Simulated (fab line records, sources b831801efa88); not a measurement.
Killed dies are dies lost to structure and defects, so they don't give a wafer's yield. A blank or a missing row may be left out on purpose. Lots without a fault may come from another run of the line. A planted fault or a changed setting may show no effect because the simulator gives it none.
A struck lot beside a sound one | flow sky130 | 15 steps out of a route of 708
Sound: wafers L490.2, L490.4, L490.6. Struck: wafers L494.1, L494.5, L494.6. The cause comes at the end.
At each step with rows: each side's tool, then ch and its chambers, then its first start. Under that, the readings that differ: sound wafers | struck wafers | difference of the means | sigmas: that difference in standard deviations of wafers without a fault.
alike: readings whose means differ by less than 2 such deviations, and words and numbers that are the same on both sides. not compared: withheld readings, readings that some wafer has no value for, bounds like >300 that may hide the same value, and numbers for which the record gives no deviation and whose values overlap.
The two part at a step that has a row with sigmas, a row that says differs or no value, or rows on one side only. Numbers that don't overlap but have no deviation are shown without sigmas and don't part them. A reading that every wafer of one side lacks parts them only if that side has two wafers or more.

first, 3 steps without rows for these wafers: SKY_LDD_P_EXPOSE_04 (exposes mask PSDM, target cd 380 nm); SKY_LDD_P_PEB_05; SKY_LDD_P_DEVELOP_06 (develop time 61.09 s).
SKY_LDD_P_CD_MEAS_07: target cd 380 nm.
  sound on cd_sem-02, day 19 20:36; struck on cd_sem-01, day 21 11:20
  alike: cd_nm
SKY_LDD_P_OVL_MEAS_08:
  sound on overlay-01, day 19 20:42; struck on overlay-02, day 21 11:27
  reading        | sound       | struck         | difference | sigmas
  LDD_P_OVL (nm) | 2.3 2.3 2.5 | -2.5 -3.1 -2.5 | -5.1       | -3
then, 1 step without rows for these wafers: SKY_LDD_P_IMPLANT_09.
SKY_LDD_P_STRIP_10: strips in O2/N2.
  sound on plasma_asher-02 ch 0,1, day 19 20:53; struck on plasma_asher-04 ch 0,1, day 21 11:38
  alike: drypump_motor_current_A, oes_product_au, strip_time_to_endpoint_s
  not compared: rf_hours_counter_h
SKY_LDD_P_TW_MEAS_11:
  sound on film_metro-01, day 19 20:59; struck on film_metro-01, day 21 11:44
  alike: LDD_P_TW
then, 4 steps without rows for these wafers: SKY_LDD_HVN_DEHYDRATE_00 (time 60 s); SKY_LDD_HVN_HMDS_01 (prime time 60 s); SKY_LDD_HVN_COAT_02 (resist thk 300 nm); SKY_LDD_HVN_SOFTBAKE_03 (time 60 s).
SKY_LDD_HVN_EXPOSE_04: exposes mask HVNTM, target cd 700 nm.
  sound on iline_stepper-01 ch 0, day 20 12:37; struck on iline_stepper-02 ch 0, day 22 02:39
  reading | sound                   | struck                           | difference | sigmas
  mask    | HVNTM#0 HVNTM#0 HVNTM#0 | HVNTM_R1#0 HVNTM_R1#0 HVNTM_R1#0 | differs    |
then, 1 step without rows for these wafers: SKY_LDD_HVN_PEB_05.
-- the record jumps here: 25 days lie between the struck wafers' starts before and after (it left off in module LDD_HVN and takes up again in module PAD_OPEN, whose first step shown is number 708 of the route) --
SKY_PAD_OPEN_PROBE_99:
  sound on prober-02, day 46 08:07; struck on prober-02, day 47 08:42
  alike: killed_at_M0_to_M3, killed_at_M4_up, killed_at_contacts, killed_at_front_end, killed_at_other, killed_dies, killed_open, killed_short

WHERE THEY PART
First at SKY_LDD_P_OVL_MEAS_08; last, within this record, at SKY_LDD_HVN_EXPOSE_04. Later steps at which nothing parts them and some readings are alike: SKY_PAD_OPEN_PROBE_99.

WHY: what the simulator had put in
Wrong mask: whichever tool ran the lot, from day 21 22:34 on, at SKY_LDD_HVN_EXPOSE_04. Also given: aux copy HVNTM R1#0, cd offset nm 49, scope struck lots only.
